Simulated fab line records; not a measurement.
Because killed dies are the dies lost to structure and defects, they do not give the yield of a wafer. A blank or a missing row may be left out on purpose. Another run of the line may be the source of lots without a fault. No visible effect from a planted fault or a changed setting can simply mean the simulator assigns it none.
Struck lot and sound lot, side by side    flow sky130    43 out of 708 route steps
Sound: the wafers L403.3, L403.4, L403.6. Wafers struck: L410.1, L410.4, L410.5. The cause comes at the end.
At each step with rows: each side's tool, then ch and its chambers, then its first start. Under that, the readings that differ: sound wafers    struck wafers    difference of the means    sigmas: that difference in standard deviations of wafers without a fault.
alike: words and numbers the same on both sides, and readings whose means are apart by under 2 such deviations; not compared: readings that were withheld, readings missing a value for some wafer, numbers with overlapping values and no deviation given by the record, and bounds like >300 which may hide the same value.
The two part at a step that has a row with sigmas, a row that says differs or no value, or rows on one side only. When numbers do not overlap yet have no deviation, they are printed without sigmas and do not part them. A reading that every wafer of one side lacks parts them only if that side has two wafers or more.

first, 3 steps without rows for these wafers: SKY_FIELD_ISO_CLEAN_20 (cleans in dHF, time 20 s); SKY_FIELD_ISO_WET_ETCH_21 (etches SiO2 in dHF, target depth 20 nm, time 400 s); SKY_FIELD_ISO_OXIDATION_22 (stabilise 600 s, purge 300 s, target thk 10 nm).
SKY_FIELD_ISO_THK_MEAS_23:
  sound on film metro-01, day 3 00:44; struck on film metro-01, day 4 06:32
  alike: FIELD_ISO_OXIDATION_01_THK
then, 1 step without rows for these wafers: SKY_FIELD_ISO_CVD_24 (deposits SiO2, target thk 595 nm, time 99.2 s).
SKY_FIELD_ISO_THK_MEAS_25:
  sound on film metro-03, day 3 00:52; struck on film metro-03, day 4 06:40
reading                    sound        struck       difference  sigmas
FIELD_ISO_CVD_24_THK (nm)  590 595 591  603 607 603  +12         +2
then, 1 step without rows for these wafers: SKY_FIELD_ISO_ANNEAL_26 (time 1800 s).
SKY_FIELD_ISO_CMP_27: polishes, stops on Si3N4, t overpolish 16 s, target thk 457.8 nm.
  sound on cmp-01 ch 0,1,2, day 3 06:19; struck on cmp-02 ch 1,2, day 4 08:53
  alike: motor current A, overpolish run s, slurry flow ml min, time to endpoint s
then, 4 steps without rows for these wafers: SKY_FIELD_ISO_WET_ETCH_28 (etches SiO2 in dHF, target depth 23.7 nm, time 47 s); SKY_FIELD_ISO_WET_ETCH_29 (etches Si3N4 in H3PO4, target depth 160 nm, time 1825 s); SKY_FIELD_ISO_WET_ETCH_30 (etches SiO2 in dHF, target depth 25 nm, time 50 s); SKY_NWELL_CLEAN_00 (cleans in SC1/SC2, time 150 s).
SKY_NWELL_OXIDATION_01: stabilise 600 s, purge 300 s, target thk 10 nm.
  sound on furnace-02 ch 0, day 3 09:11; struck on furnace-02 ch 0, day 4 10:14
reading                                       sound                 struck                difference  sigmas
spike tc bottom C (C)                         917.2 916.1 915.8     935.7 935.5 934.5     +18.9       +19
spike tc centre C (C)                         902.2 901.1 900.6     919.3 919.7 920.2     +18.4       +17
spike tc lower C (C)                          899.9 900.5 898.8     919.8 918.7 919.6     +19.6       +14
spike tc top C (C)                            910.8 913.7 912.9     929.9 932.1 932.4     +19.0       +14
spike tc upper C (C)                          900.1 899.7 900.0     917.6 919.7 919.4     +19.0       +20
tube center temp C (C)                        900.11 899.97 899.94  918.72 918.81 918.82  +18.78      +99 or more
tube_center_temp_C_max                        903.3 902.7 902.7     921.2 920.8 921.5     +18.3       +47
model.SiO2_of_NWELL_OXIDATION_01.thk nm (nm)  9.892 9.785 9.882     12 11.97 12.14        +2          
  alike: zone power bottom pct
SKY_NWELL_THK_MEAS_02:
  sound on film metro-03, day 3 10:35; struck on film metro-01, day 4 11:52
reading                   sound           struck             difference  sigmas
NWELL_OXIDATION_THK (nm)  9.88 9.78 9.95  11.96 11.97 12.15  +2.16       +11
  not compared: hold
then, 7 steps without rows for these wafers: SKY_DNWELL_HMDS_01 (prime time 60 s); SKY_DNWELL_COAT_02 (resist thk 3000 nm); SKY_DNWELL_SOFTBAKE_03; SKY_DNWELL_EXPOSE_04 (exposes mask DNM, target cd 3000 nm); SKY_DNWELL_PEB_05; SKY_DNWELL_DEVELOP_06 (develop time 60 s); SKY_DNWELL_IMPLANT_07.
SKY_DNWELL_STRIP_08: strips in O2/N2.
  sound on plasma asher-03 ch 0,1, day 4 02:37; struck on plasma asher-04 ch 0,1, day 5 04:47
reading                      sound           struck          difference  sigmas
drypump motor current A (A)  5.22 4.86 4.86  5.59 5.57 5.66  +0.63       +3
  alike: oes product au, strip time to endpoint s
  not compared: rf hours counter h
SKY_DNWELL_TW_MEAS_09:
  sound on film metro-04, day 4 02:42; struck on film metro-01, day 5 04:53
reading    sound           struck          difference  sigmas
DNWELL_TW  1094 1096 1094  1113 1107 1108  +15         +3
then, 7 steps without rows for these wafers: SKY_PWDE_DEHYDRATE_00 (time 60 s); SKY_PWDE_HMDS_01 (prime time 60 s); SKY_PWDE_COAT_02 (resist thk 3000 nm); SKY_PWDE_SOFTBAKE_03; SKY_PWDE_EXPOSE_04 (exposes mask PWDEM, target cd 840 nm); SKY_PWDE_PEB_05; SKY_PWDE_DEVELOP_06 (develop time 60 s).
SKY_PWDE_OVL_MEAS_07:
  sound on overlay-01, day 4 19:19; struck on overlay-02, day 5 22:48
  alike: PWDE_OVL
next, for these wafers, 1 step has no rows: SKY_PWDE_IMPLANT_08.
SKY_PWDE_STRIP_09: strips in O2/N2.
  sound on plasma asher-04 ch 0,1, day 4 19:31; struck on plasma asher-03 ch 0, day 5 22:59
reading                      sound        struck       difference  sigmas
drypump motor current A (A)  5.7 5.6 5.6  4.9 4.9 4.9  -0.7        -2
  alike: oes product au, strip time to endpoint s
  not compared: rf hours counter h
SKY_PWDE_TW_MEAS_10:
  sound on film metro-03, day 4 19:37; struck on film metro-03, day 5 23:05
  alike: PWDE_TW
then, 7 steps without rows for these wafers: SKY_NWELL_DEHYDRATE_03 (time 60 s); SKY_NWELL_HMDS_04 (prime time 60 s); SKY_NWELL_COAT_05 (resist thk 3000 nm); SKY_NWELL_SOFTBAKE_06; SKY_NWELL_EXPOSE_07 (exposes mask NWM, target cd 840 nm); SKY_NWELL_PEB_08; SKY_NWELL_DEVELOP_09 (develop time 60 s).
-- the record jumps here: 10 days lie between the struck wafers' starts before and after (it left off in module NWELL and takes up again in module SONOS_ONO, whose first step shown is number 183 of the route) --
SKY_SONOS_ONO_ETCH_15: etches the open film in CHF3/O2, target depth 19.52 nm, time 7.8 s.
  sound on rie diel-04 ch 0,1,2, day 13 23:48; struck on rie diel-02 ch 0,3, day 15 17:24
reading                                       sound              struck            difference  sigmas
model.SiO2_of_NWELL_OXIDATION_01.thk nm (nm)  5.444 5.219 5.438  7.492 7.467 7.64  +2.166      
  alike: drypump motor current A, oes product au, throttle valve pct
  not compared: rf hours counter h
-- here the record skips 33 days between the struck wafers' starts before and after, leaving off in module SONOS_ONO and picking up in module PAD_OPEN (first step shown: number 708 of the route) --
SKY_PAD_OPEN_PROBE_99:
  sound on prober-02, day 46 23:34; struck on prober-02, day 48 06:13
reading                                    sound                    struck                   difference  sigmas
model.etest.pfet_01v8_mvt.off log10 a um   -10.49 -10.64 -10.53     -11.22 -11.21 -11.18     -0.65       
model.etest.pfet g5v0d10v5.off log10 a um  -12.06 -12.51 -12.67     -12.7 -12.75 -13.22      -0.5        
model.etest.pfet g5v0d10v5.vt sat v (V)    -0.6059 -0.6288 -0.641   -0.6565 -0.6676 -0.7001  -0.0495     
model.etest.pfet_01v8_mvt.vt sat v (V)     -0.5612 -0.5571 -0.5696  -0.6041 -0.5949 -0.6054  -0.0388     
model.etest.pfet_01v8_mvt.vt v (V)         -0.6479 -0.6439 -0.6537  -0.6819 -0.6749 -0.6831  -0.0315     
model.etest.pfet_16v.vt v (V)              -1.084 -1.08 -1.092      -1.123 -1.115 -1.13      -0.037      
  alike: killed_at_M0_to_M3, killed_at_M4_up, killed at contacts, killed at front end, killed at other, killed dies, killed open, killed short
  not compared: model.etest.tip p.rs ohm sq, model.etest.pfet_01v8_mvt.drive ua um

WHERE THEY PART
Last at SKY_PWDE_STRIP_09 as far as this record goes, first at SKY_FIELD_ISO_THK_MEAS_25. Later steps at which nothing parts them and some readings are alike: SKY_PWDE_TW_MEAS_10, SKY_SONOS_ONO_ETCH_15, SKY_PAD_OPEN_PROBE_99.

WHY: what the simulator had put in
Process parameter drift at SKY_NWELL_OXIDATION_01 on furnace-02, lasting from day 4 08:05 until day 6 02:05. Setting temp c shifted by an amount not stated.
